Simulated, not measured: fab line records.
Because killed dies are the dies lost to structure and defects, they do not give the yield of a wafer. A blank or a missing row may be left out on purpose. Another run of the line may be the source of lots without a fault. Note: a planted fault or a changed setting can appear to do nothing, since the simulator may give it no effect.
fab line records || flow sky130 || part 2 of 2: steps 25 to 34 of 34
record {"lots": 5, "wafers": 15, "lastDay": 50}
route steps=708 shown LI_CONTACT@363 LOCAL_INTERCONNECT@387
lots that met no fault: taken from a fault-free run of the same line
startH: hours from the record's first day to the start of the lot's first wafer shown || waitH: hours elapsed since this lot's preceding step || " repeats the value in the row above || L1.1+2: several wafers, shown together as one row || - either no value or no given start || * or withheld: withheld || < > ~ a bound
route shown NAME@n: NAME is a module with steps in the file, n the number in the route of the first one || usual: mean/standard deviation of fault-free wafers || same: alike in all rows || chamber/n: place in a boat || sites: readings site by site || _std_site: how widely they spread, as a standard deviation || _edge_site: inner sites' mean taken away from outer sites' mean || radiusMm: for every site, how far away it sits from the centre of the wafer || mask NAME#n: copy n || behind: the tool/chamber that last shaped the wafer || hold: cause of the lot's hold/its duration in hours/its outcome || device: which transistor (n, p or np) failed to switch || end of line: at the end of the route, the tests of the same wafers || step lacking rows: just its recipe || killed: at the first sort, the dies lost to defects and structure; wafer yield is something else || map: the dies of a wafer, with x for killed, . for not killed, _ for no die there
set.NAME: setting as actually run; set.NAME@STEP: the setting as run at that earlier step || model.NAME: the simulator's own value behind a step, which no gauge read
lots at selected steps of the route; one table per step, one row per wafer
services: when a tool's chamber went out of use (startH, in hours from the record's first day, below 0 if earlier), for how many hours, and the reason
## steps
# step SKY_LOCAL_INTERCONNECT_SPUTTER_00
# recipe {"material": "TiN", "targetThkNm": 100, "tempC": 300, "powerW": 6255, "timeS": 83.3, "chamberPressurePa": 0.4}
# usual {"throttleValvePct": "30.5/1.1"}
{"lot.wafer": "L088.2", "tool": "pvdSputter-01", "chamber": "-", "startH": 788.71, "waitH": 0.1, "throttleValvePct": 31.4}
{"lot.wafer": "L088.3", "tool": "pvdSputter-01", "chamber": "-", "startH": 788.71, "waitH": 0.1, "throttleValvePct": 30.9}
{"lot.wafer": "L088.4", "tool": "pvdSputter-01", "chamber": "-", "startH": 788.71, "waitH": 0.1, "throttleValvePct": 31.8}
{"lot.wafer": "L089.1", "tool": "pvdSputter-03", "chamber": "-", "startH": 792.85, "waitH": 0.2, "throttleValvePct": 30.8}
{"lot.wafer": "L089.3", "tool": "pvdSputter-03", "chamber": "-", "startH": 792.85, "waitH": 0.2, "throttleValvePct": 29.8}
{"lot.wafer": "L089.6", "tool": "pvdSputter-03", "chamber": "-", "startH": 792.85, "waitH": 0.2, "throttleValvePct": 30.3}
{"lot.wafer": "L092.2", "tool": "pvdSputter-01", "chamber": "-", "startH": 822.25, "waitH": 0.1, "throttleValvePct": 28.4}
{"lot.wafer": "L092.4", "tool": "pvdSputter-01", "chamber": "-", "startH": 822.25, "waitH": 0.1, "throttleValvePct": 31.4}
{"lot.wafer": "L092.6", "tool": "pvdSputter-01", "chamber": "-", "startH": 822.25, "waitH": 0.1, "throttleValvePct": 31.9}
{"lot.wafer": "L095.1", "tool": "pvdSputter-01", "chamber": "-", "startH": 837.12, "waitH": 0.1, "throttleValvePct": 30.8}
{"lot.wafer": "L095.3", "tool": "pvdSputter-01", "chamber": "-", "startH": 837.12, "waitH": 0.1, "throttleValvePct": 31.2}
{"lot.wafer": "L095.4", "tool": "pvdSputter-01", "chamber": "-", "startH": 837.12, "waitH": 0.1, "throttleValvePct": 32.0}
{"lot.wafer": "L097.1", "tool": "pvdSputter-03", "chamber": "-", "startH": 854.37, "waitH": 0.2, "throttleValvePct": 30.9}
{"lot.wafer": "L097.4", "tool": "pvdSputter-03", "chamber": "-", "startH": 854.37, "waitH": 0.2, "throttleValvePct": 30.4}
{"lot.wafer": "L097.5", "tool": "pvdSputter-03", "chamber": "-", "startH": 854.37, "waitH": 0.2, "throttleValvePct": 30.1}
# step SKY_LOCAL_INTERCONNECT_RS_MEAS_01
# recipe {"thkMeasGauge": "four-point-probe", "reads": "TiN_of_LOCAL_INTERCONNECT_SPUTTER_00"}
# usual {"LOCAL_INTERCONNECT_TIN_RS": "14.75/0.18"}
{"lot.wafer": "L088.2", "tool": "filmMetro-01", "chamber": "-", "startH": 788.79, "waitH": 0.1, "LOCAL_INTERCONNECT_TIN_RS[ohm/sq]": 14.73}
{"lot.wafer": "L088.3", "tool": "filmMetro-01", "chamber": "-", "startH": 788.79, "waitH": 0.1, "LOCAL_INTERCONNECT_TIN_RS[ohm/sq]": 14.96}
{"lot.wafer": "L088.4", "tool": "filmMetro-01", "chamber": "-", "startH": 788.79, "waitH": 0.1, "LOCAL_INTERCONNECT_TIN_RS[ohm/sq]": 14.77}
{"lot.wafer": "L089.1", "tool": "filmMetro-02", "chamber": "-", "startH": 792.92, "waitH": 0.0, "LOCAL_INTERCONNECT_TIN_RS[ohm/sq]": 14.98}
{"lot.wafer": "L089.3", "tool": "filmMetro-02", "chamber": "-", "startH": 792.92, "waitH": 0.0, "LOCAL_INTERCONNECT_TIN_RS[ohm/sq]": 14.59}
{"lot.wafer": "L089.6", "tool": "filmMetro-02", "chamber": "-", "startH": 792.92, "waitH": 0.0, "LOCAL_INTERCONNECT_TIN_RS[ohm/sq]": 14.93}
{"lot.wafer": "L092.2", "tool": "filmMetro-02", "chamber": "-", "startH": 822.34, "waitH": 0.1, "LOCAL_INTERCONNECT_TIN_RS[ohm/sq]": 14.87}
{"lot.wafer": "L092.4", "tool": "filmMetro-02", "chamber": "-", "startH": 822.34, "waitH": 0.1, "LOCAL_INTERCONNECT_TIN_RS[ohm/sq]": 14.83}
{"lot.wafer": "L092.6", "tool": "filmMetro-02", "chamber": "-", "startH": 822.34, "waitH": 0.1, "LOCAL_INTERCONNECT_TIN_RS[ohm/sq]": 14.67}
{"lot.wafer": "L095.1", "tool": "filmMetro-02", "chamber": "-", "startH": 837.19, "waitH": 0.0, "LOCAL_INTERCONNECT_TIN_RS[ohm/sq]": 14.82}
{"lot.wafer": "L095.3", "tool": "filmMetro-02", "chamber": "-", "startH": 837.19, "waitH": 0.0, "LOCAL_INTERCONNECT_TIN_RS[ohm/sq]": 14.68}
{"lot.wafer": "L095.4", "tool": "filmMetro-02", "chamber": "-", "startH": 837.19, "waitH": 0.0, "LOCAL_INTERCONNECT_TIN_RS[ohm/sq]": 14.69}
{"lot.wafer": "L097.1", "tool": "filmMetro-01", "chamber": "-", "startH": 854.43, "waitH": 0.0, "LOCAL_INTERCONNECT_TIN_RS[ohm/sq]": 15.05}
{"lot.wafer": "L097.4", "tool": "filmMetro-01", "chamber": "-", "startH": 854.43, "waitH": 0.0, "LOCAL_INTERCONNECT_TIN_RS[ohm/sq]": 14.77}
{"lot.wafer": "L097.5", "tool": "filmMetro-01", "chamber": "-", "startH": 854.43, "waitH": 0.0, "LOCAL_INTERCONNECT_TIN_RS[ohm/sq]": 14.89}
# step SKY_LOCAL_INTERCONNECT_THK_MEAS_02
# recipe {"thkMeasGauge": "xrf", "reads": "TiN_of_LOCAL_INTERCONNECT_SPUTTER_00"}
# usual {"LOCAL_INTERCONNECT_TIN_THK": "96.8/1.4"}
{"lot.wafer": "L088.2", "tool": "filmMetro-01", "chamber": "-", "startH": 788.90, "waitH": 0.1, "LOCAL_INTERCONNECT_TIN_THK[nm]": 97.2}
{"lot.wafer": "L088.3", "tool": "filmMetro-01", "chamber": "-", "startH": 788.90, "waitH": 0.1, "LOCAL_INTERCONNECT_TIN_THK[nm]": 96.5}
{"lot.wafer": "L088.4", "tool": "filmMetro-01", "chamber": "-", "startH": 788.90, "waitH": 0.1, "LOCAL_INTERCONNECT_TIN_THK[nm]": 97.2}
{"lot.wafer": "L089.1", "tool": "filmMetro-02", "chamber": "-", "startH": 793.04, "waitH": 0.1, "LOCAL_INTERCONNECT_TIN_THK[nm]": 94.9}
{"lot.wafer": "L089.3", "tool": "filmMetro-02", "chamber": "-", "startH": 793.04, "waitH": 0.1, "LOCAL_INTERCONNECT_TIN_THK[nm]": 97.3}
{"lot.wafer": "L089.6", "tool": "filmMetro-02", "chamber": "-", "startH": 793.04, "waitH": 0.1, "LOCAL_INTERCONNECT_TIN_THK[nm]": 95.0}
{"lot.wafer": "L092.2", "tool": "filmMetro-02", "chamber": "-", "startH": 822.45, "waitH": 0.1, "LOCAL_INTERCONNECT_TIN_THK[nm]": 95.0}
{"lot.wafer": "L092.4", "tool": "filmMetro-02", "chamber": "-", "startH": 822.45, "waitH": 0.1, "LOCAL_INTERCONNECT_TIN_THK[nm]": 95.3}
{"lot.wafer": "L092.6", "tool": "filmMetro-02", "chamber": "-", "startH": 822.45, "waitH": 0.1, "LOCAL_INTERCONNECT_TIN_THK[nm]": 96.5}
{"lot.wafer": "L095.1", "tool": "filmMetro-02", "chamber": "-", "startH": 837.31, "waitH": 0.1, "LOCAL_INTERCONNECT_TIN_THK[nm]": 95.1}
{"lot.wafer": "L095.3", "tool": "filmMetro-02", "chamber": "-", "startH": 837.31, "waitH": 0.1, "LOCAL_INTERCONNECT_TIN_THK[nm]": 96.7}
{"lot.wafer": "L095.4", "tool": "filmMetro-02", "chamber": "-", "startH": 837.31, "waitH": 0.1, "LOCAL_INTERCONNECT_TIN_THK[nm]": 96.0}
{"lot.wafer": "L097.1", "tool": "filmMetro-01", "chamber": "-", "startH": 854.55, "waitH": 0.1, "LOCAL_INTERCONNECT_TIN_THK[nm]": 95.8}
{"lot.wafer": "L097.4", "tool": "filmMetro-01", "chamber": "-", "startH": 854.55, "waitH": 0.1, "LOCAL_INTERCONNECT_TIN_THK[nm]": 97.9}
{"lot.wafer": "L097.5", "tool": "filmMetro-01", "chamber": "-", "startH": 854.55, "waitH": 0.1, "LOCAL_INTERCONNECT_TIN_THK[nm]": 97.0}
# step SKY_LOCAL_INTERCONNECT_DEHYDRATE_03
# recipe {"tempC": 200, "timeS": 60}
# usual {"chillPlateTempC": "22.98/0.11"}
{"lot.wafer": "L088.2", "tool": "lithoTrack-01", "chamber": 0, "startH": 801.85, "waitH": 12.9, "chillPlateTempC": 23.03}
{"lot.wafer": "L088.3", "tool": "lithoTrack-01", "chamber": 0, "startH": 801.85, "waitH": 12.9, "chillPlateTempC": 23.07}
{"lot.wafer": "L088.4", "tool": "lithoTrack-01", "chamber": 0, "startH": 801.85, "waitH": 12.9, "chillPlateTempC": 23.04}
{"lot.wafer": "L089.1", "tool": "lithoTrack-04", "chamber": 0, "startH": 805.40, "waitH": 12.4, "chillPlateTempC": 22.93}
{"lot.wafer": "L089.3", "tool": "lithoTrack-04", "chamber": 0, "startH": 805.40, "waitH": 12.4, "chillPlateTempC": 22.87}
{"lot.wafer": "L089.6", "tool": "lithoTrack-04", "chamber": 0, "startH": 805.40, "waitH": 12.4, "chillPlateTempC": 22.98}
{"lot.wafer": "L092.2", "tool": "lithoTrack-04", "chamber": 0, "startH": 834.68, "waitH": 12.2, "chillPlateTempC": 23.01}
{"lot.wafer": "L092.4", "tool": "lithoTrack-04", "chamber": 0, "startH": 834.68, "waitH": 12.2, "chillPlateTempC": 23.03}
{"lot.wafer": "L092.6", "tool": "lithoTrack-04", "chamber": 0, "startH": 834.68, "waitH": 12.2, "chillPlateTempC": 22.76}
{"lot.wafer": "L095.1", "tool": "lithoTrack-01", "chamber": 0, "startH": 849.72, "waitH": 12.4, "chillPlateTempC": 23.02}
{"lot.wafer": "L095.3", "tool": "lithoTrack-01", "chamber": 0, "startH": 849.72, "waitH": 12.4, "chillPlateTempC": 22.96}
{"lot.wafer": "L095.4", "tool": "lithoTrack-01", "chamber": 0, "startH": 849.72, "waitH": 12.4, "chillPlateTempC": 22.93}
{"lot.wafer": "L097.1", "tool": "lithoTrack-03", "chamber": 0, "startH": 867.02, "waitH": 12.5, "chillPlateTempC": 22.90}
{"lot.wafer": "L097.4", "tool": "lithoTrack-03", "chamber": 0, "startH": 867.02, "waitH": 12.5, "chillPlateTempC": 22.96}
{"lot.wafer": "L097.5", "tool": "lithoTrack-03", "chamber": 0, "startH": 867.02, "waitH": 12.5, "chillPlateTempC": 23.07}
# step SKY_LOCAL_INTERCONNECT_HMDS_04
# recipe {"primeTimeS": 60, "primeTempC": 120}
# usual {"chillPlateTempC": "23.00/0.11"}
{"lot.wafer": "L088.2", "tool": "lithoTrack-01", "chamber": 0, "startH": 802.00, "waitH": 0.1, "chillPlateTempC": 22.95}
{"lot.wafer": "L088.3", "tool": "lithoTrack-01", "chamber": 0, "startH": 802.00, "waitH": 0.1, "chillPlateTempC": 22.82}
{"lot.wafer": "L088.4", "tool": "lithoTrack-01", "chamber": 0, "startH": 802.00, "waitH": 0.1, "chillPlateTempC": 22.95}
{"lot.wafer": "L089.1", "tool": "lithoTrack-04", "chamber": 0, "startH": 805.55, "waitH": 0.1, "chillPlateTempC": 23.20}
{"lot.wafer": "L089.3", "tool": "lithoTrack-04", "chamber": 0, "startH": 805.55, "waitH": 0.1, "chillPlateTempC": 23.31}
{"lot.wafer": "L089.6", "tool": "lithoTrack-04", "chamber": 0, "startH": 805.55, "waitH": 0.1, "chillPlateTempC": 23.21}
{"lot.wafer": "L092.2", "tool": "lithoTrack-04", "chamber": 0, "startH": 834.83, "waitH": 0.1, "chillPlateTempC": 23.11}
{"lot.wafer": "L092.4", "tool": "lithoTrack-04", "chamber": 0, "startH": 834.83, "waitH": 0.1, "chillPlateTempC": 22.94}
{"lot.wafer": "L092.6", "tool": "lithoTrack-04", "chamber": 0, "startH": 834.83, "waitH": 0.1, "chillPlateTempC": 23.03}
{"lot.wafer": "L095.1", "tool": "lithoTrack-01", "chamber": 0, "startH": 849.87, "waitH": 0.1, "chillPlateTempC": 23.12}
{"lot.wafer": "L095.3", "tool": "lithoTrack-01", "chamber": 0, "startH": 849.87, "waitH": 0.1, "chillPlateTempC": 22.99}
{"lot.wafer": "L095.4", "tool": "lithoTrack-01", "chamber": 0, "startH": 849.87, "waitH": 0.1, "chillPlateTempC": 23.03}
{"lot.wafer": "L097.1", "tool": "lithoTrack-03", "chamber": 0, "startH": 867.17, "waitH": 0.1, "chillPlateTempC": 22.98}
{"lot.wafer": "L097.4", "tool": "lithoTrack-03", "chamber": 0, "startH": 867.17, "waitH": 0.1, "chillPlateTempC": 23.07}
{"lot.wafer": "L097.5", "tool": "lithoTrack-03", "chamber": 0, "startH": 867.17, "waitH": 0.1, "chillPlateTempC": 23.05}
# step SKY_LOCAL_INTERCONNECT_COAT_05
# recipe {"resist": "BARC", "tempC": "withheld", "timeS": "withheld", "spinRpm": 3000, "resistThkNm": 60}
# usual {"chillPlateTempC": "*"}
{"lot.wafer": "L088.2", "tool": "lithoTrack-01", "chamber": 0, "startH": 802.15, "waitH": 0.1, "chillPlateTempC": "*"}
{"lot.wafer": "L088.3", "tool": "lithoTrack-01", "chamber": 0, "startH": 802.15, "waitH": 0.1, "chillPlateTempC": "*"}
{"lot.wafer": "L088.4", "tool": "lithoTrack-01", "chamber": 0, "startH": 802.15, "waitH": 0.1, "chillPlateTempC": "*"}
{"lot.wafer": "L089.1", "tool": "lithoTrack-04", "chamber": 0, "startH": 805.70, "waitH": 0.1, "chillPlateTempC": "*"}
{"lot.wafer": "L089.3", "tool": "lithoTrack-04", "chamber": 0, "startH": 805.70, "waitH": 0.1, "chillPlateTempC": "*"}
{"lot.wafer": "L089.6", "tool": "lithoTrack-04", "chamber": 0, "startH": 805.70, "waitH": 0.1, "chillPlateTempC": "*"}
{"lot.wafer": "L092.2", "tool": "lithoTrack-04", "chamber": 0, "startH": 834.98, "waitH": 0.1, "chillPlateTempC": "*"}
{"lot.wafer": "L092.4", "tool": "lithoTrack-04", "chamber": 0, "startH": 834.98, "waitH": 0.1, "chillPlateTempC": "*"}
{"lot.wafer": "L092.6", "tool": "lithoTrack-04", "chamber": 0, "startH": 834.98, "waitH": 0.1, "chillPlateTempC": "*"}
{"lot.wafer": "L095.1", "tool": "lithoTrack-01", "chamber": 0, "startH": 850.02, "waitH": 0.1, "chillPlateTempC": "*"}
{"lot.wafer": "L095.3", "tool": "lithoTrack-01", "chamber": 0, "startH": 850.02, "waitH": 0.1, "chillPlateTempC": "*"}
{"lot.wafer": "L095.4", "tool": "lithoTrack-01", "chamber": 0, "startH": 850.02, "waitH": 0.1, "chillPlateTempC": "*"}
{"lot.wafer": "L097.1", "tool": "lithoTrack-03", "chamber": 0, "startH": 867.32, "waitH": 0.1, "chillPlateTempC": "*"}
{"lot.wafer": "L097.4", "tool": "lithoTrack-03", "chamber": 0, "startH": 867.32, "waitH": 0.1, "chillPlateTempC": "*"}
{"lot.wafer": "L097.5", "tool": "lithoTrack-03", "chamber": 0, "startH": 867.32, "waitH": 0.1, "chillPlateTempC": "*"}
# step SKY_LOCAL_INTERCONNECT_COAT_06
# recipe {"resist": "KrF-thick", "spinRpm": 3000, "resistThkNm": 450}
# usual {"chillPlateTempC": "22.99/0.11"}
{"lot.wafer": "L088.2", "tool": "lithoTrack-01", "chamber": 0, "startH": "-", "waitH": "-", "chillPlateTempC": 22.92}
{"lot.wafer": "L088.3", "tool": "lithoTrack-01", "chamber": 0, "startH": "-", "waitH": "-", "chillPlateTempC": 22.98}
{"lot.wafer": "L088.4", "tool": "lithoTrack-01", "chamber": 0, "startH": "-", "waitH": "-", "chillPlateTempC": 22.93}
{"lot.wafer": "L089.1", "tool": "lithoTrack-04", "chamber": 0, "startH": "-", "waitH": "-", "chillPlateTempC": 23.01}
{"lot.wafer": "L089.3", "tool": "lithoTrack-04", "chamber": 0, "startH": "-", "waitH": "-", "chillPlateTempC": 23.07}
{"lot.wafer": "L089.6", "tool": "lithoTrack-04", "chamber": 0, "startH": "-", "waitH": "-", "chillPlateTempC": 22.99}
{"lot.wafer": "L092.2", "tool": "lithoTrack-04", "chamber": 0, "startH": "-", "waitH": "-", "chillPlateTempC": 22.96}
{"lot.wafer": "L092.4", "tool": "lithoTrack-04", "chamber": 0, "startH": "-", "waitH": "-", "chillPlateTempC": 23.02}
{"lot.wafer": "L092.6", "tool": "lithoTrack-04", "chamber": 0, "startH": "-", "waitH": "-", "chillPlateTempC": 23.00}
{"lot.wafer": "L095.1", "tool": "lithoTrack-01", "chamber": 0, "startH": "-", "waitH": "-", "chillPlateTempC": 23.01}
{"lot.wafer": "L095.3", "tool": "lithoTrack-01", "chamber": 0, "startH": "-", "waitH": "-", "chillPlateTempC": 23.09}
{"lot.wafer": "L095.4", "tool": "lithoTrack-01", "chamber": 0, "startH": "-", "waitH": "-", "chillPlateTempC": 22.98}
{"lot.wafer": "L097.1", "tool": "lithoTrack-03", "chamber": 0, "startH": "-", "waitH": "-", "chillPlateTempC": 23.05}
{"lot.wafer": "L097.4", "tool": "lithoTrack-03", "chamber": 0, "startH": "-", "waitH": "-", "chillPlateTempC": 23.00}
{"lot.wafer": "L097.5", "tool": "lithoTrack-03", "chamber": 0, "startH": "-", "waitH": "-", "chillPlateTempC": 23.01}
# step SKY_LOCAL_INTERCONNECT_SOFTBAKE_07
# recipe {"tempC": 100, "timeS": 90, "resist": "KrF-thick"}
# usual {"chillPlateTempC": "22.98/0.11"}
{"lot.wafer": "L088.2", "tool": "lithoTrack-01", "chamber": 0, "startH": "-", "waitH": "-", "chillPlateTempC": 22.95}
{"lot.wafer": "L088.3", "tool": "lithoTrack-01", "chamber": 0, "startH": "-", "waitH": "-", "chillPlateTempC": 22.80}
{"lot.wafer": "L088.4", "tool": "lithoTrack-01", "chamber": 0, "startH": "-", "waitH": "-", "chillPlateTempC": 22.95}
{"lot.wafer": "L089.1", "tool": "lithoTrack-04", "chamber": 0, "startH": "-", "waitH": "-", "chillPlateTempC": 23.06}
{"lot.wafer": "L089.3", "tool": "lithoTrack-04", "chamber": 0, "startH": "-", "waitH": "-", "chillPlateTempC": 23.00}
{"lot.wafer": "L089.6", "tool": "lithoTrack-04", "chamber": 0, "startH": "-", "waitH": "-", "chillPlateTempC": 22.97}
{"lot.wafer": "L092.2", "tool": "lithoTrack-04", "chamber": 0, "startH": "-", "waitH": "-", "chillPlateTempC": 23.08}
{"lot.wafer": "L092.4", "tool": "lithoTrack-04", "chamber": 0, "startH": "-", "waitH": "-", "chillPlateTempC": 23.14}
{"lot.wafer": "L092.6", "tool": "lithoTrack-04", "chamber": 0, "startH": "-", "waitH": "-", "chillPlateTempC": 23.07}
{"lot.wafer": "L095.1", "tool": "lithoTrack-01", "chamber": 0, "startH": "-", "waitH": "-", "chillPlateTempC": 22.85}
{"lot.wafer": "L095.3", "tool": "lithoTrack-01", "chamber": 0, "startH": "-", "waitH": "-", "chillPlateTempC": 22.94}
{"lot.wafer": "L095.4", "tool": "lithoTrack-01", "chamber": 0, "startH": "-", "waitH": "-", "chillPlateTempC": 22.93}
{"lot.wafer": "L097.1", "tool": "lithoTrack-03", "chamber": 0, "startH": "-", "waitH": "-", "chillPlateTempC": 23.03}
{"lot.wafer": "L097.4", "tool": "lithoTrack-03", "chamber": 0, "startH": "-", "waitH": "-", "chillPlateTempC": 23.05}
{"lot.wafer": "L097.5", "tool": "lithoTrack-03", "chamber": 0, "startH": "-", "waitH": "-", "chillPlateTempC": 23.10}
# step SKY_LOCAL_INTERCONNECT_EXPOSE_08
# recipe {"maskId": "LI1M", "na": 0.8, "sourceShape": "annular", "sigmaInner": 0.55, "sigmaOuter": 0.85, "targetCdNm": 170, "doseMj": 28}
# same {"sigmaOuter": 0.85}
{"lot.wafer": "L088.2+3+4", "tool": "krfScanner-01", "chamber": 0, "startH": "-", "waitH": "-", "mask": "LI1M#0"}
{"lot.wafer": "L089.1+3+6", "tool": "krfScanner-01", "chamber": 0, "startH": "-", "waitH": "-", "mask": "LI1M#0"}
{"lot.wafer": "L092.2+4+6", "tool": "krfScanner-02", "chamber": 0, "startH": "-", "waitH": "-", "mask": "LI1M#0"}
{"lot.wafer": "L095.1+3+4", "tool": "krfScanner-01", "chamber": 0, "startH": "-", "waitH": "-", "mask": "LI1M#0"}
{"lot.wafer": "L097.1+4+5", "tool": "krfScanner-01", "chamber": 0, "startH": "-", "waitH": "-", "mask": "LI1M#0"}
# step SKY_LOCAL_INTERCONNECT_PEB_09
# recipe {"pebTempC": "withheld", "pebTimeS": "withheld", "resist": "KrF-thick"}
# usual {"chillPlateTempC": "*"}
{"lot.wafer": "L088.2", "tool": "lithoTrack-03", "chamber": 0, "startH": "-", "waitH": "-", "chillPlateTempC": "*"}
{"lot.wafer": "L088.3", "tool": "lithoTrack-03", "chamber": 0, "startH": "-", "waitH": "-", "chillPlateTempC": "*"}
{"lot.wafer": "L088.4", "tool": "lithoTrack-03", "chamber": 0, "startH": "-", "waitH": "-", "chillPlateTempC": "*"}
{"lot.wafer": "L089.1", "tool": "lithoTrack-03", "chamber": 0, "startH": "-", "waitH": "-", "chillPlateTempC": "*"}
{"lot.wafer": "L089.3", "tool": "lithoTrack-03", "chamber": 0, "startH": "-", "waitH": "-", "chillPlateTempC": "*"}
{"lot.wafer": "L089.6", "tool": "lithoTrack-03", "chamber": 0, "startH": "-", "waitH": "-", "chillPlateTempC": "*"}
{"lot.wafer": "L092.2", "tool": "lithoTrack-03", "chamber": 0, "startH": "-", "waitH": "-", "chillPlateTempC": "*"}
{"lot.wafer": "L092.4", "tool": "lithoTrack-03", "chamber": 0, "startH": "-", "waitH": "-", "chillPlateTempC": "*"}
{"lot.wafer": "L092.6", "tool": "lithoTrack-03", "chamber": 0, "startH": "-", "waitH": "-", "chillPlateTempC": "*"}
{"lot.wafer": "L095.1", "tool": "lithoTrack-01", "chamber": 0, "startH": "-", "waitH": "-", "chillPlateTempC": "*"}
{"lot.wafer": "L095.3", "tool": "lithoTrack-01", "chamber": 0, "startH": "-", "waitH": "-", "chillPlateTempC": "*"}
{"lot.wafer": "L095.4", "tool": "lithoTrack-01", "chamber": 0, "startH": "-", "waitH": "-", "chillPlateTempC": "*"}
{"lot.wafer": "L097.1", "tool": "lithoTrack-04", "chamber": 0, "startH": "-", "waitH": "-", "chillPlateTempC": "*"}
{"lot.wafer": "L097.4", "tool": "lithoTrack-04", "chamber": 0, "startH": "-", "waitH": "-", "chillPlateTempC": "*"}
{"lot.wafer": "L097.5", "tool": "lithoTrack-04", "chamber": 0, "startH": "-", "waitH": "-", "chillPlateTempC": "*"}
## services
{"tool": "rieDiel-04", "chamber": "-", "startH": 741.43, "hours": 2.8, "kind": "pm"}
{"tool": "krfScanner-01", "chamber": "-", "startH": 742.77, "hours": 0.8, "kind": "pm"}
{"tool": "cvdW-02", "chamber": "-", "startH": 744.61, "hours": 0.8, "kind": "repair"}
{"tool": "pvdSputter-04", "chamber": "-", "startH": 745.36, "hours": 0.6, "kind": "repair"}
{"tool": "pvdSputter-04", "chamber": "-", "startH": 750.07, "hours": 2.2, "kind": "repair"}
{"tool": "krfScanner-01", "chamber": "-", "startH": 751.76, "hours": 1.0, "kind": "pm"}
{"tool": "krfScanner-01", "chamber": "-", "startH": 756.90, "hours": 4.0, "kind": "pm"}
{"tool": "krfScanner-02", "chamber": "-", "startH": 771.17, "hours": 1.8, "kind": "repair"}
{"tool": "krfScanner-02", "chamber": "-", "startH": 773.63, "hours": 0.5, "kind": "repair"}
{"tool": "cvdW-02", "chamber": 1, "startH": 780.99, "hours": 5.8, "kind": "repair"}
{"tool": "krfScanner-01", "chamber": "-", "startH": 790.43, "hours": 1.0, "kind": "repair"}
{"tool": "cvdW-02", "chamber": 0, "startH": 791.13, "hours": 10.5, "kind": "repair"}
{"tool": "rieDiel-01", "chamber": 3, "startH": 795.34, "hours": 8.8, "kind": "repair"}
{"tool": "plasmaAsher-04", "chamber": "-", "startH": 796.34, "hours": 5.1, "kind": "repair"}
{"tool": "cmp-01", "chamber": "-", "startH": 802.23, "hours": 0.9, "kind": "repair"}
{"tool": "krfScanner-01", "chamber": "-", "startH": 809.68, "hours": 0.2, "kind": "repair"}
{"tool": "pvdSputter-04", "chamber": "-", "startH": 817.12, "hours": 1.9, "kind": "repair"}
{"tool": "pvdSputter-01", "chamber": "-", "startH": 821.23, "hours": 1.0, "kind": "repair"}
{"tool": "krfScanner-02", "chamber": "-", "startH": 825.29, "hours": 1.0, "kind": "pm"}
{"tool": "krfScanner-02", "chamber": "-", "startH": 837.44, "hours": 0.2, "kind": "repair"}
{"tool": "krfScanner-02", "chamber": "-", "startH": 847.35, "hours": 1.3, "kind": "pm"}
{"tool": "krfScanner-02", "chamber": "-", "startH": 853.16, "hours": 0.8, "kind": "pm"}
{"tool": "krfScanner-01", "chamber": "-", "startH": 853.24, "hours": 16.6, "kind": "repair"}
{"tool": "krfScanner-02", "chamber": "-", "startH": 866.54, "hours": 9.2, "kind": "repair"}
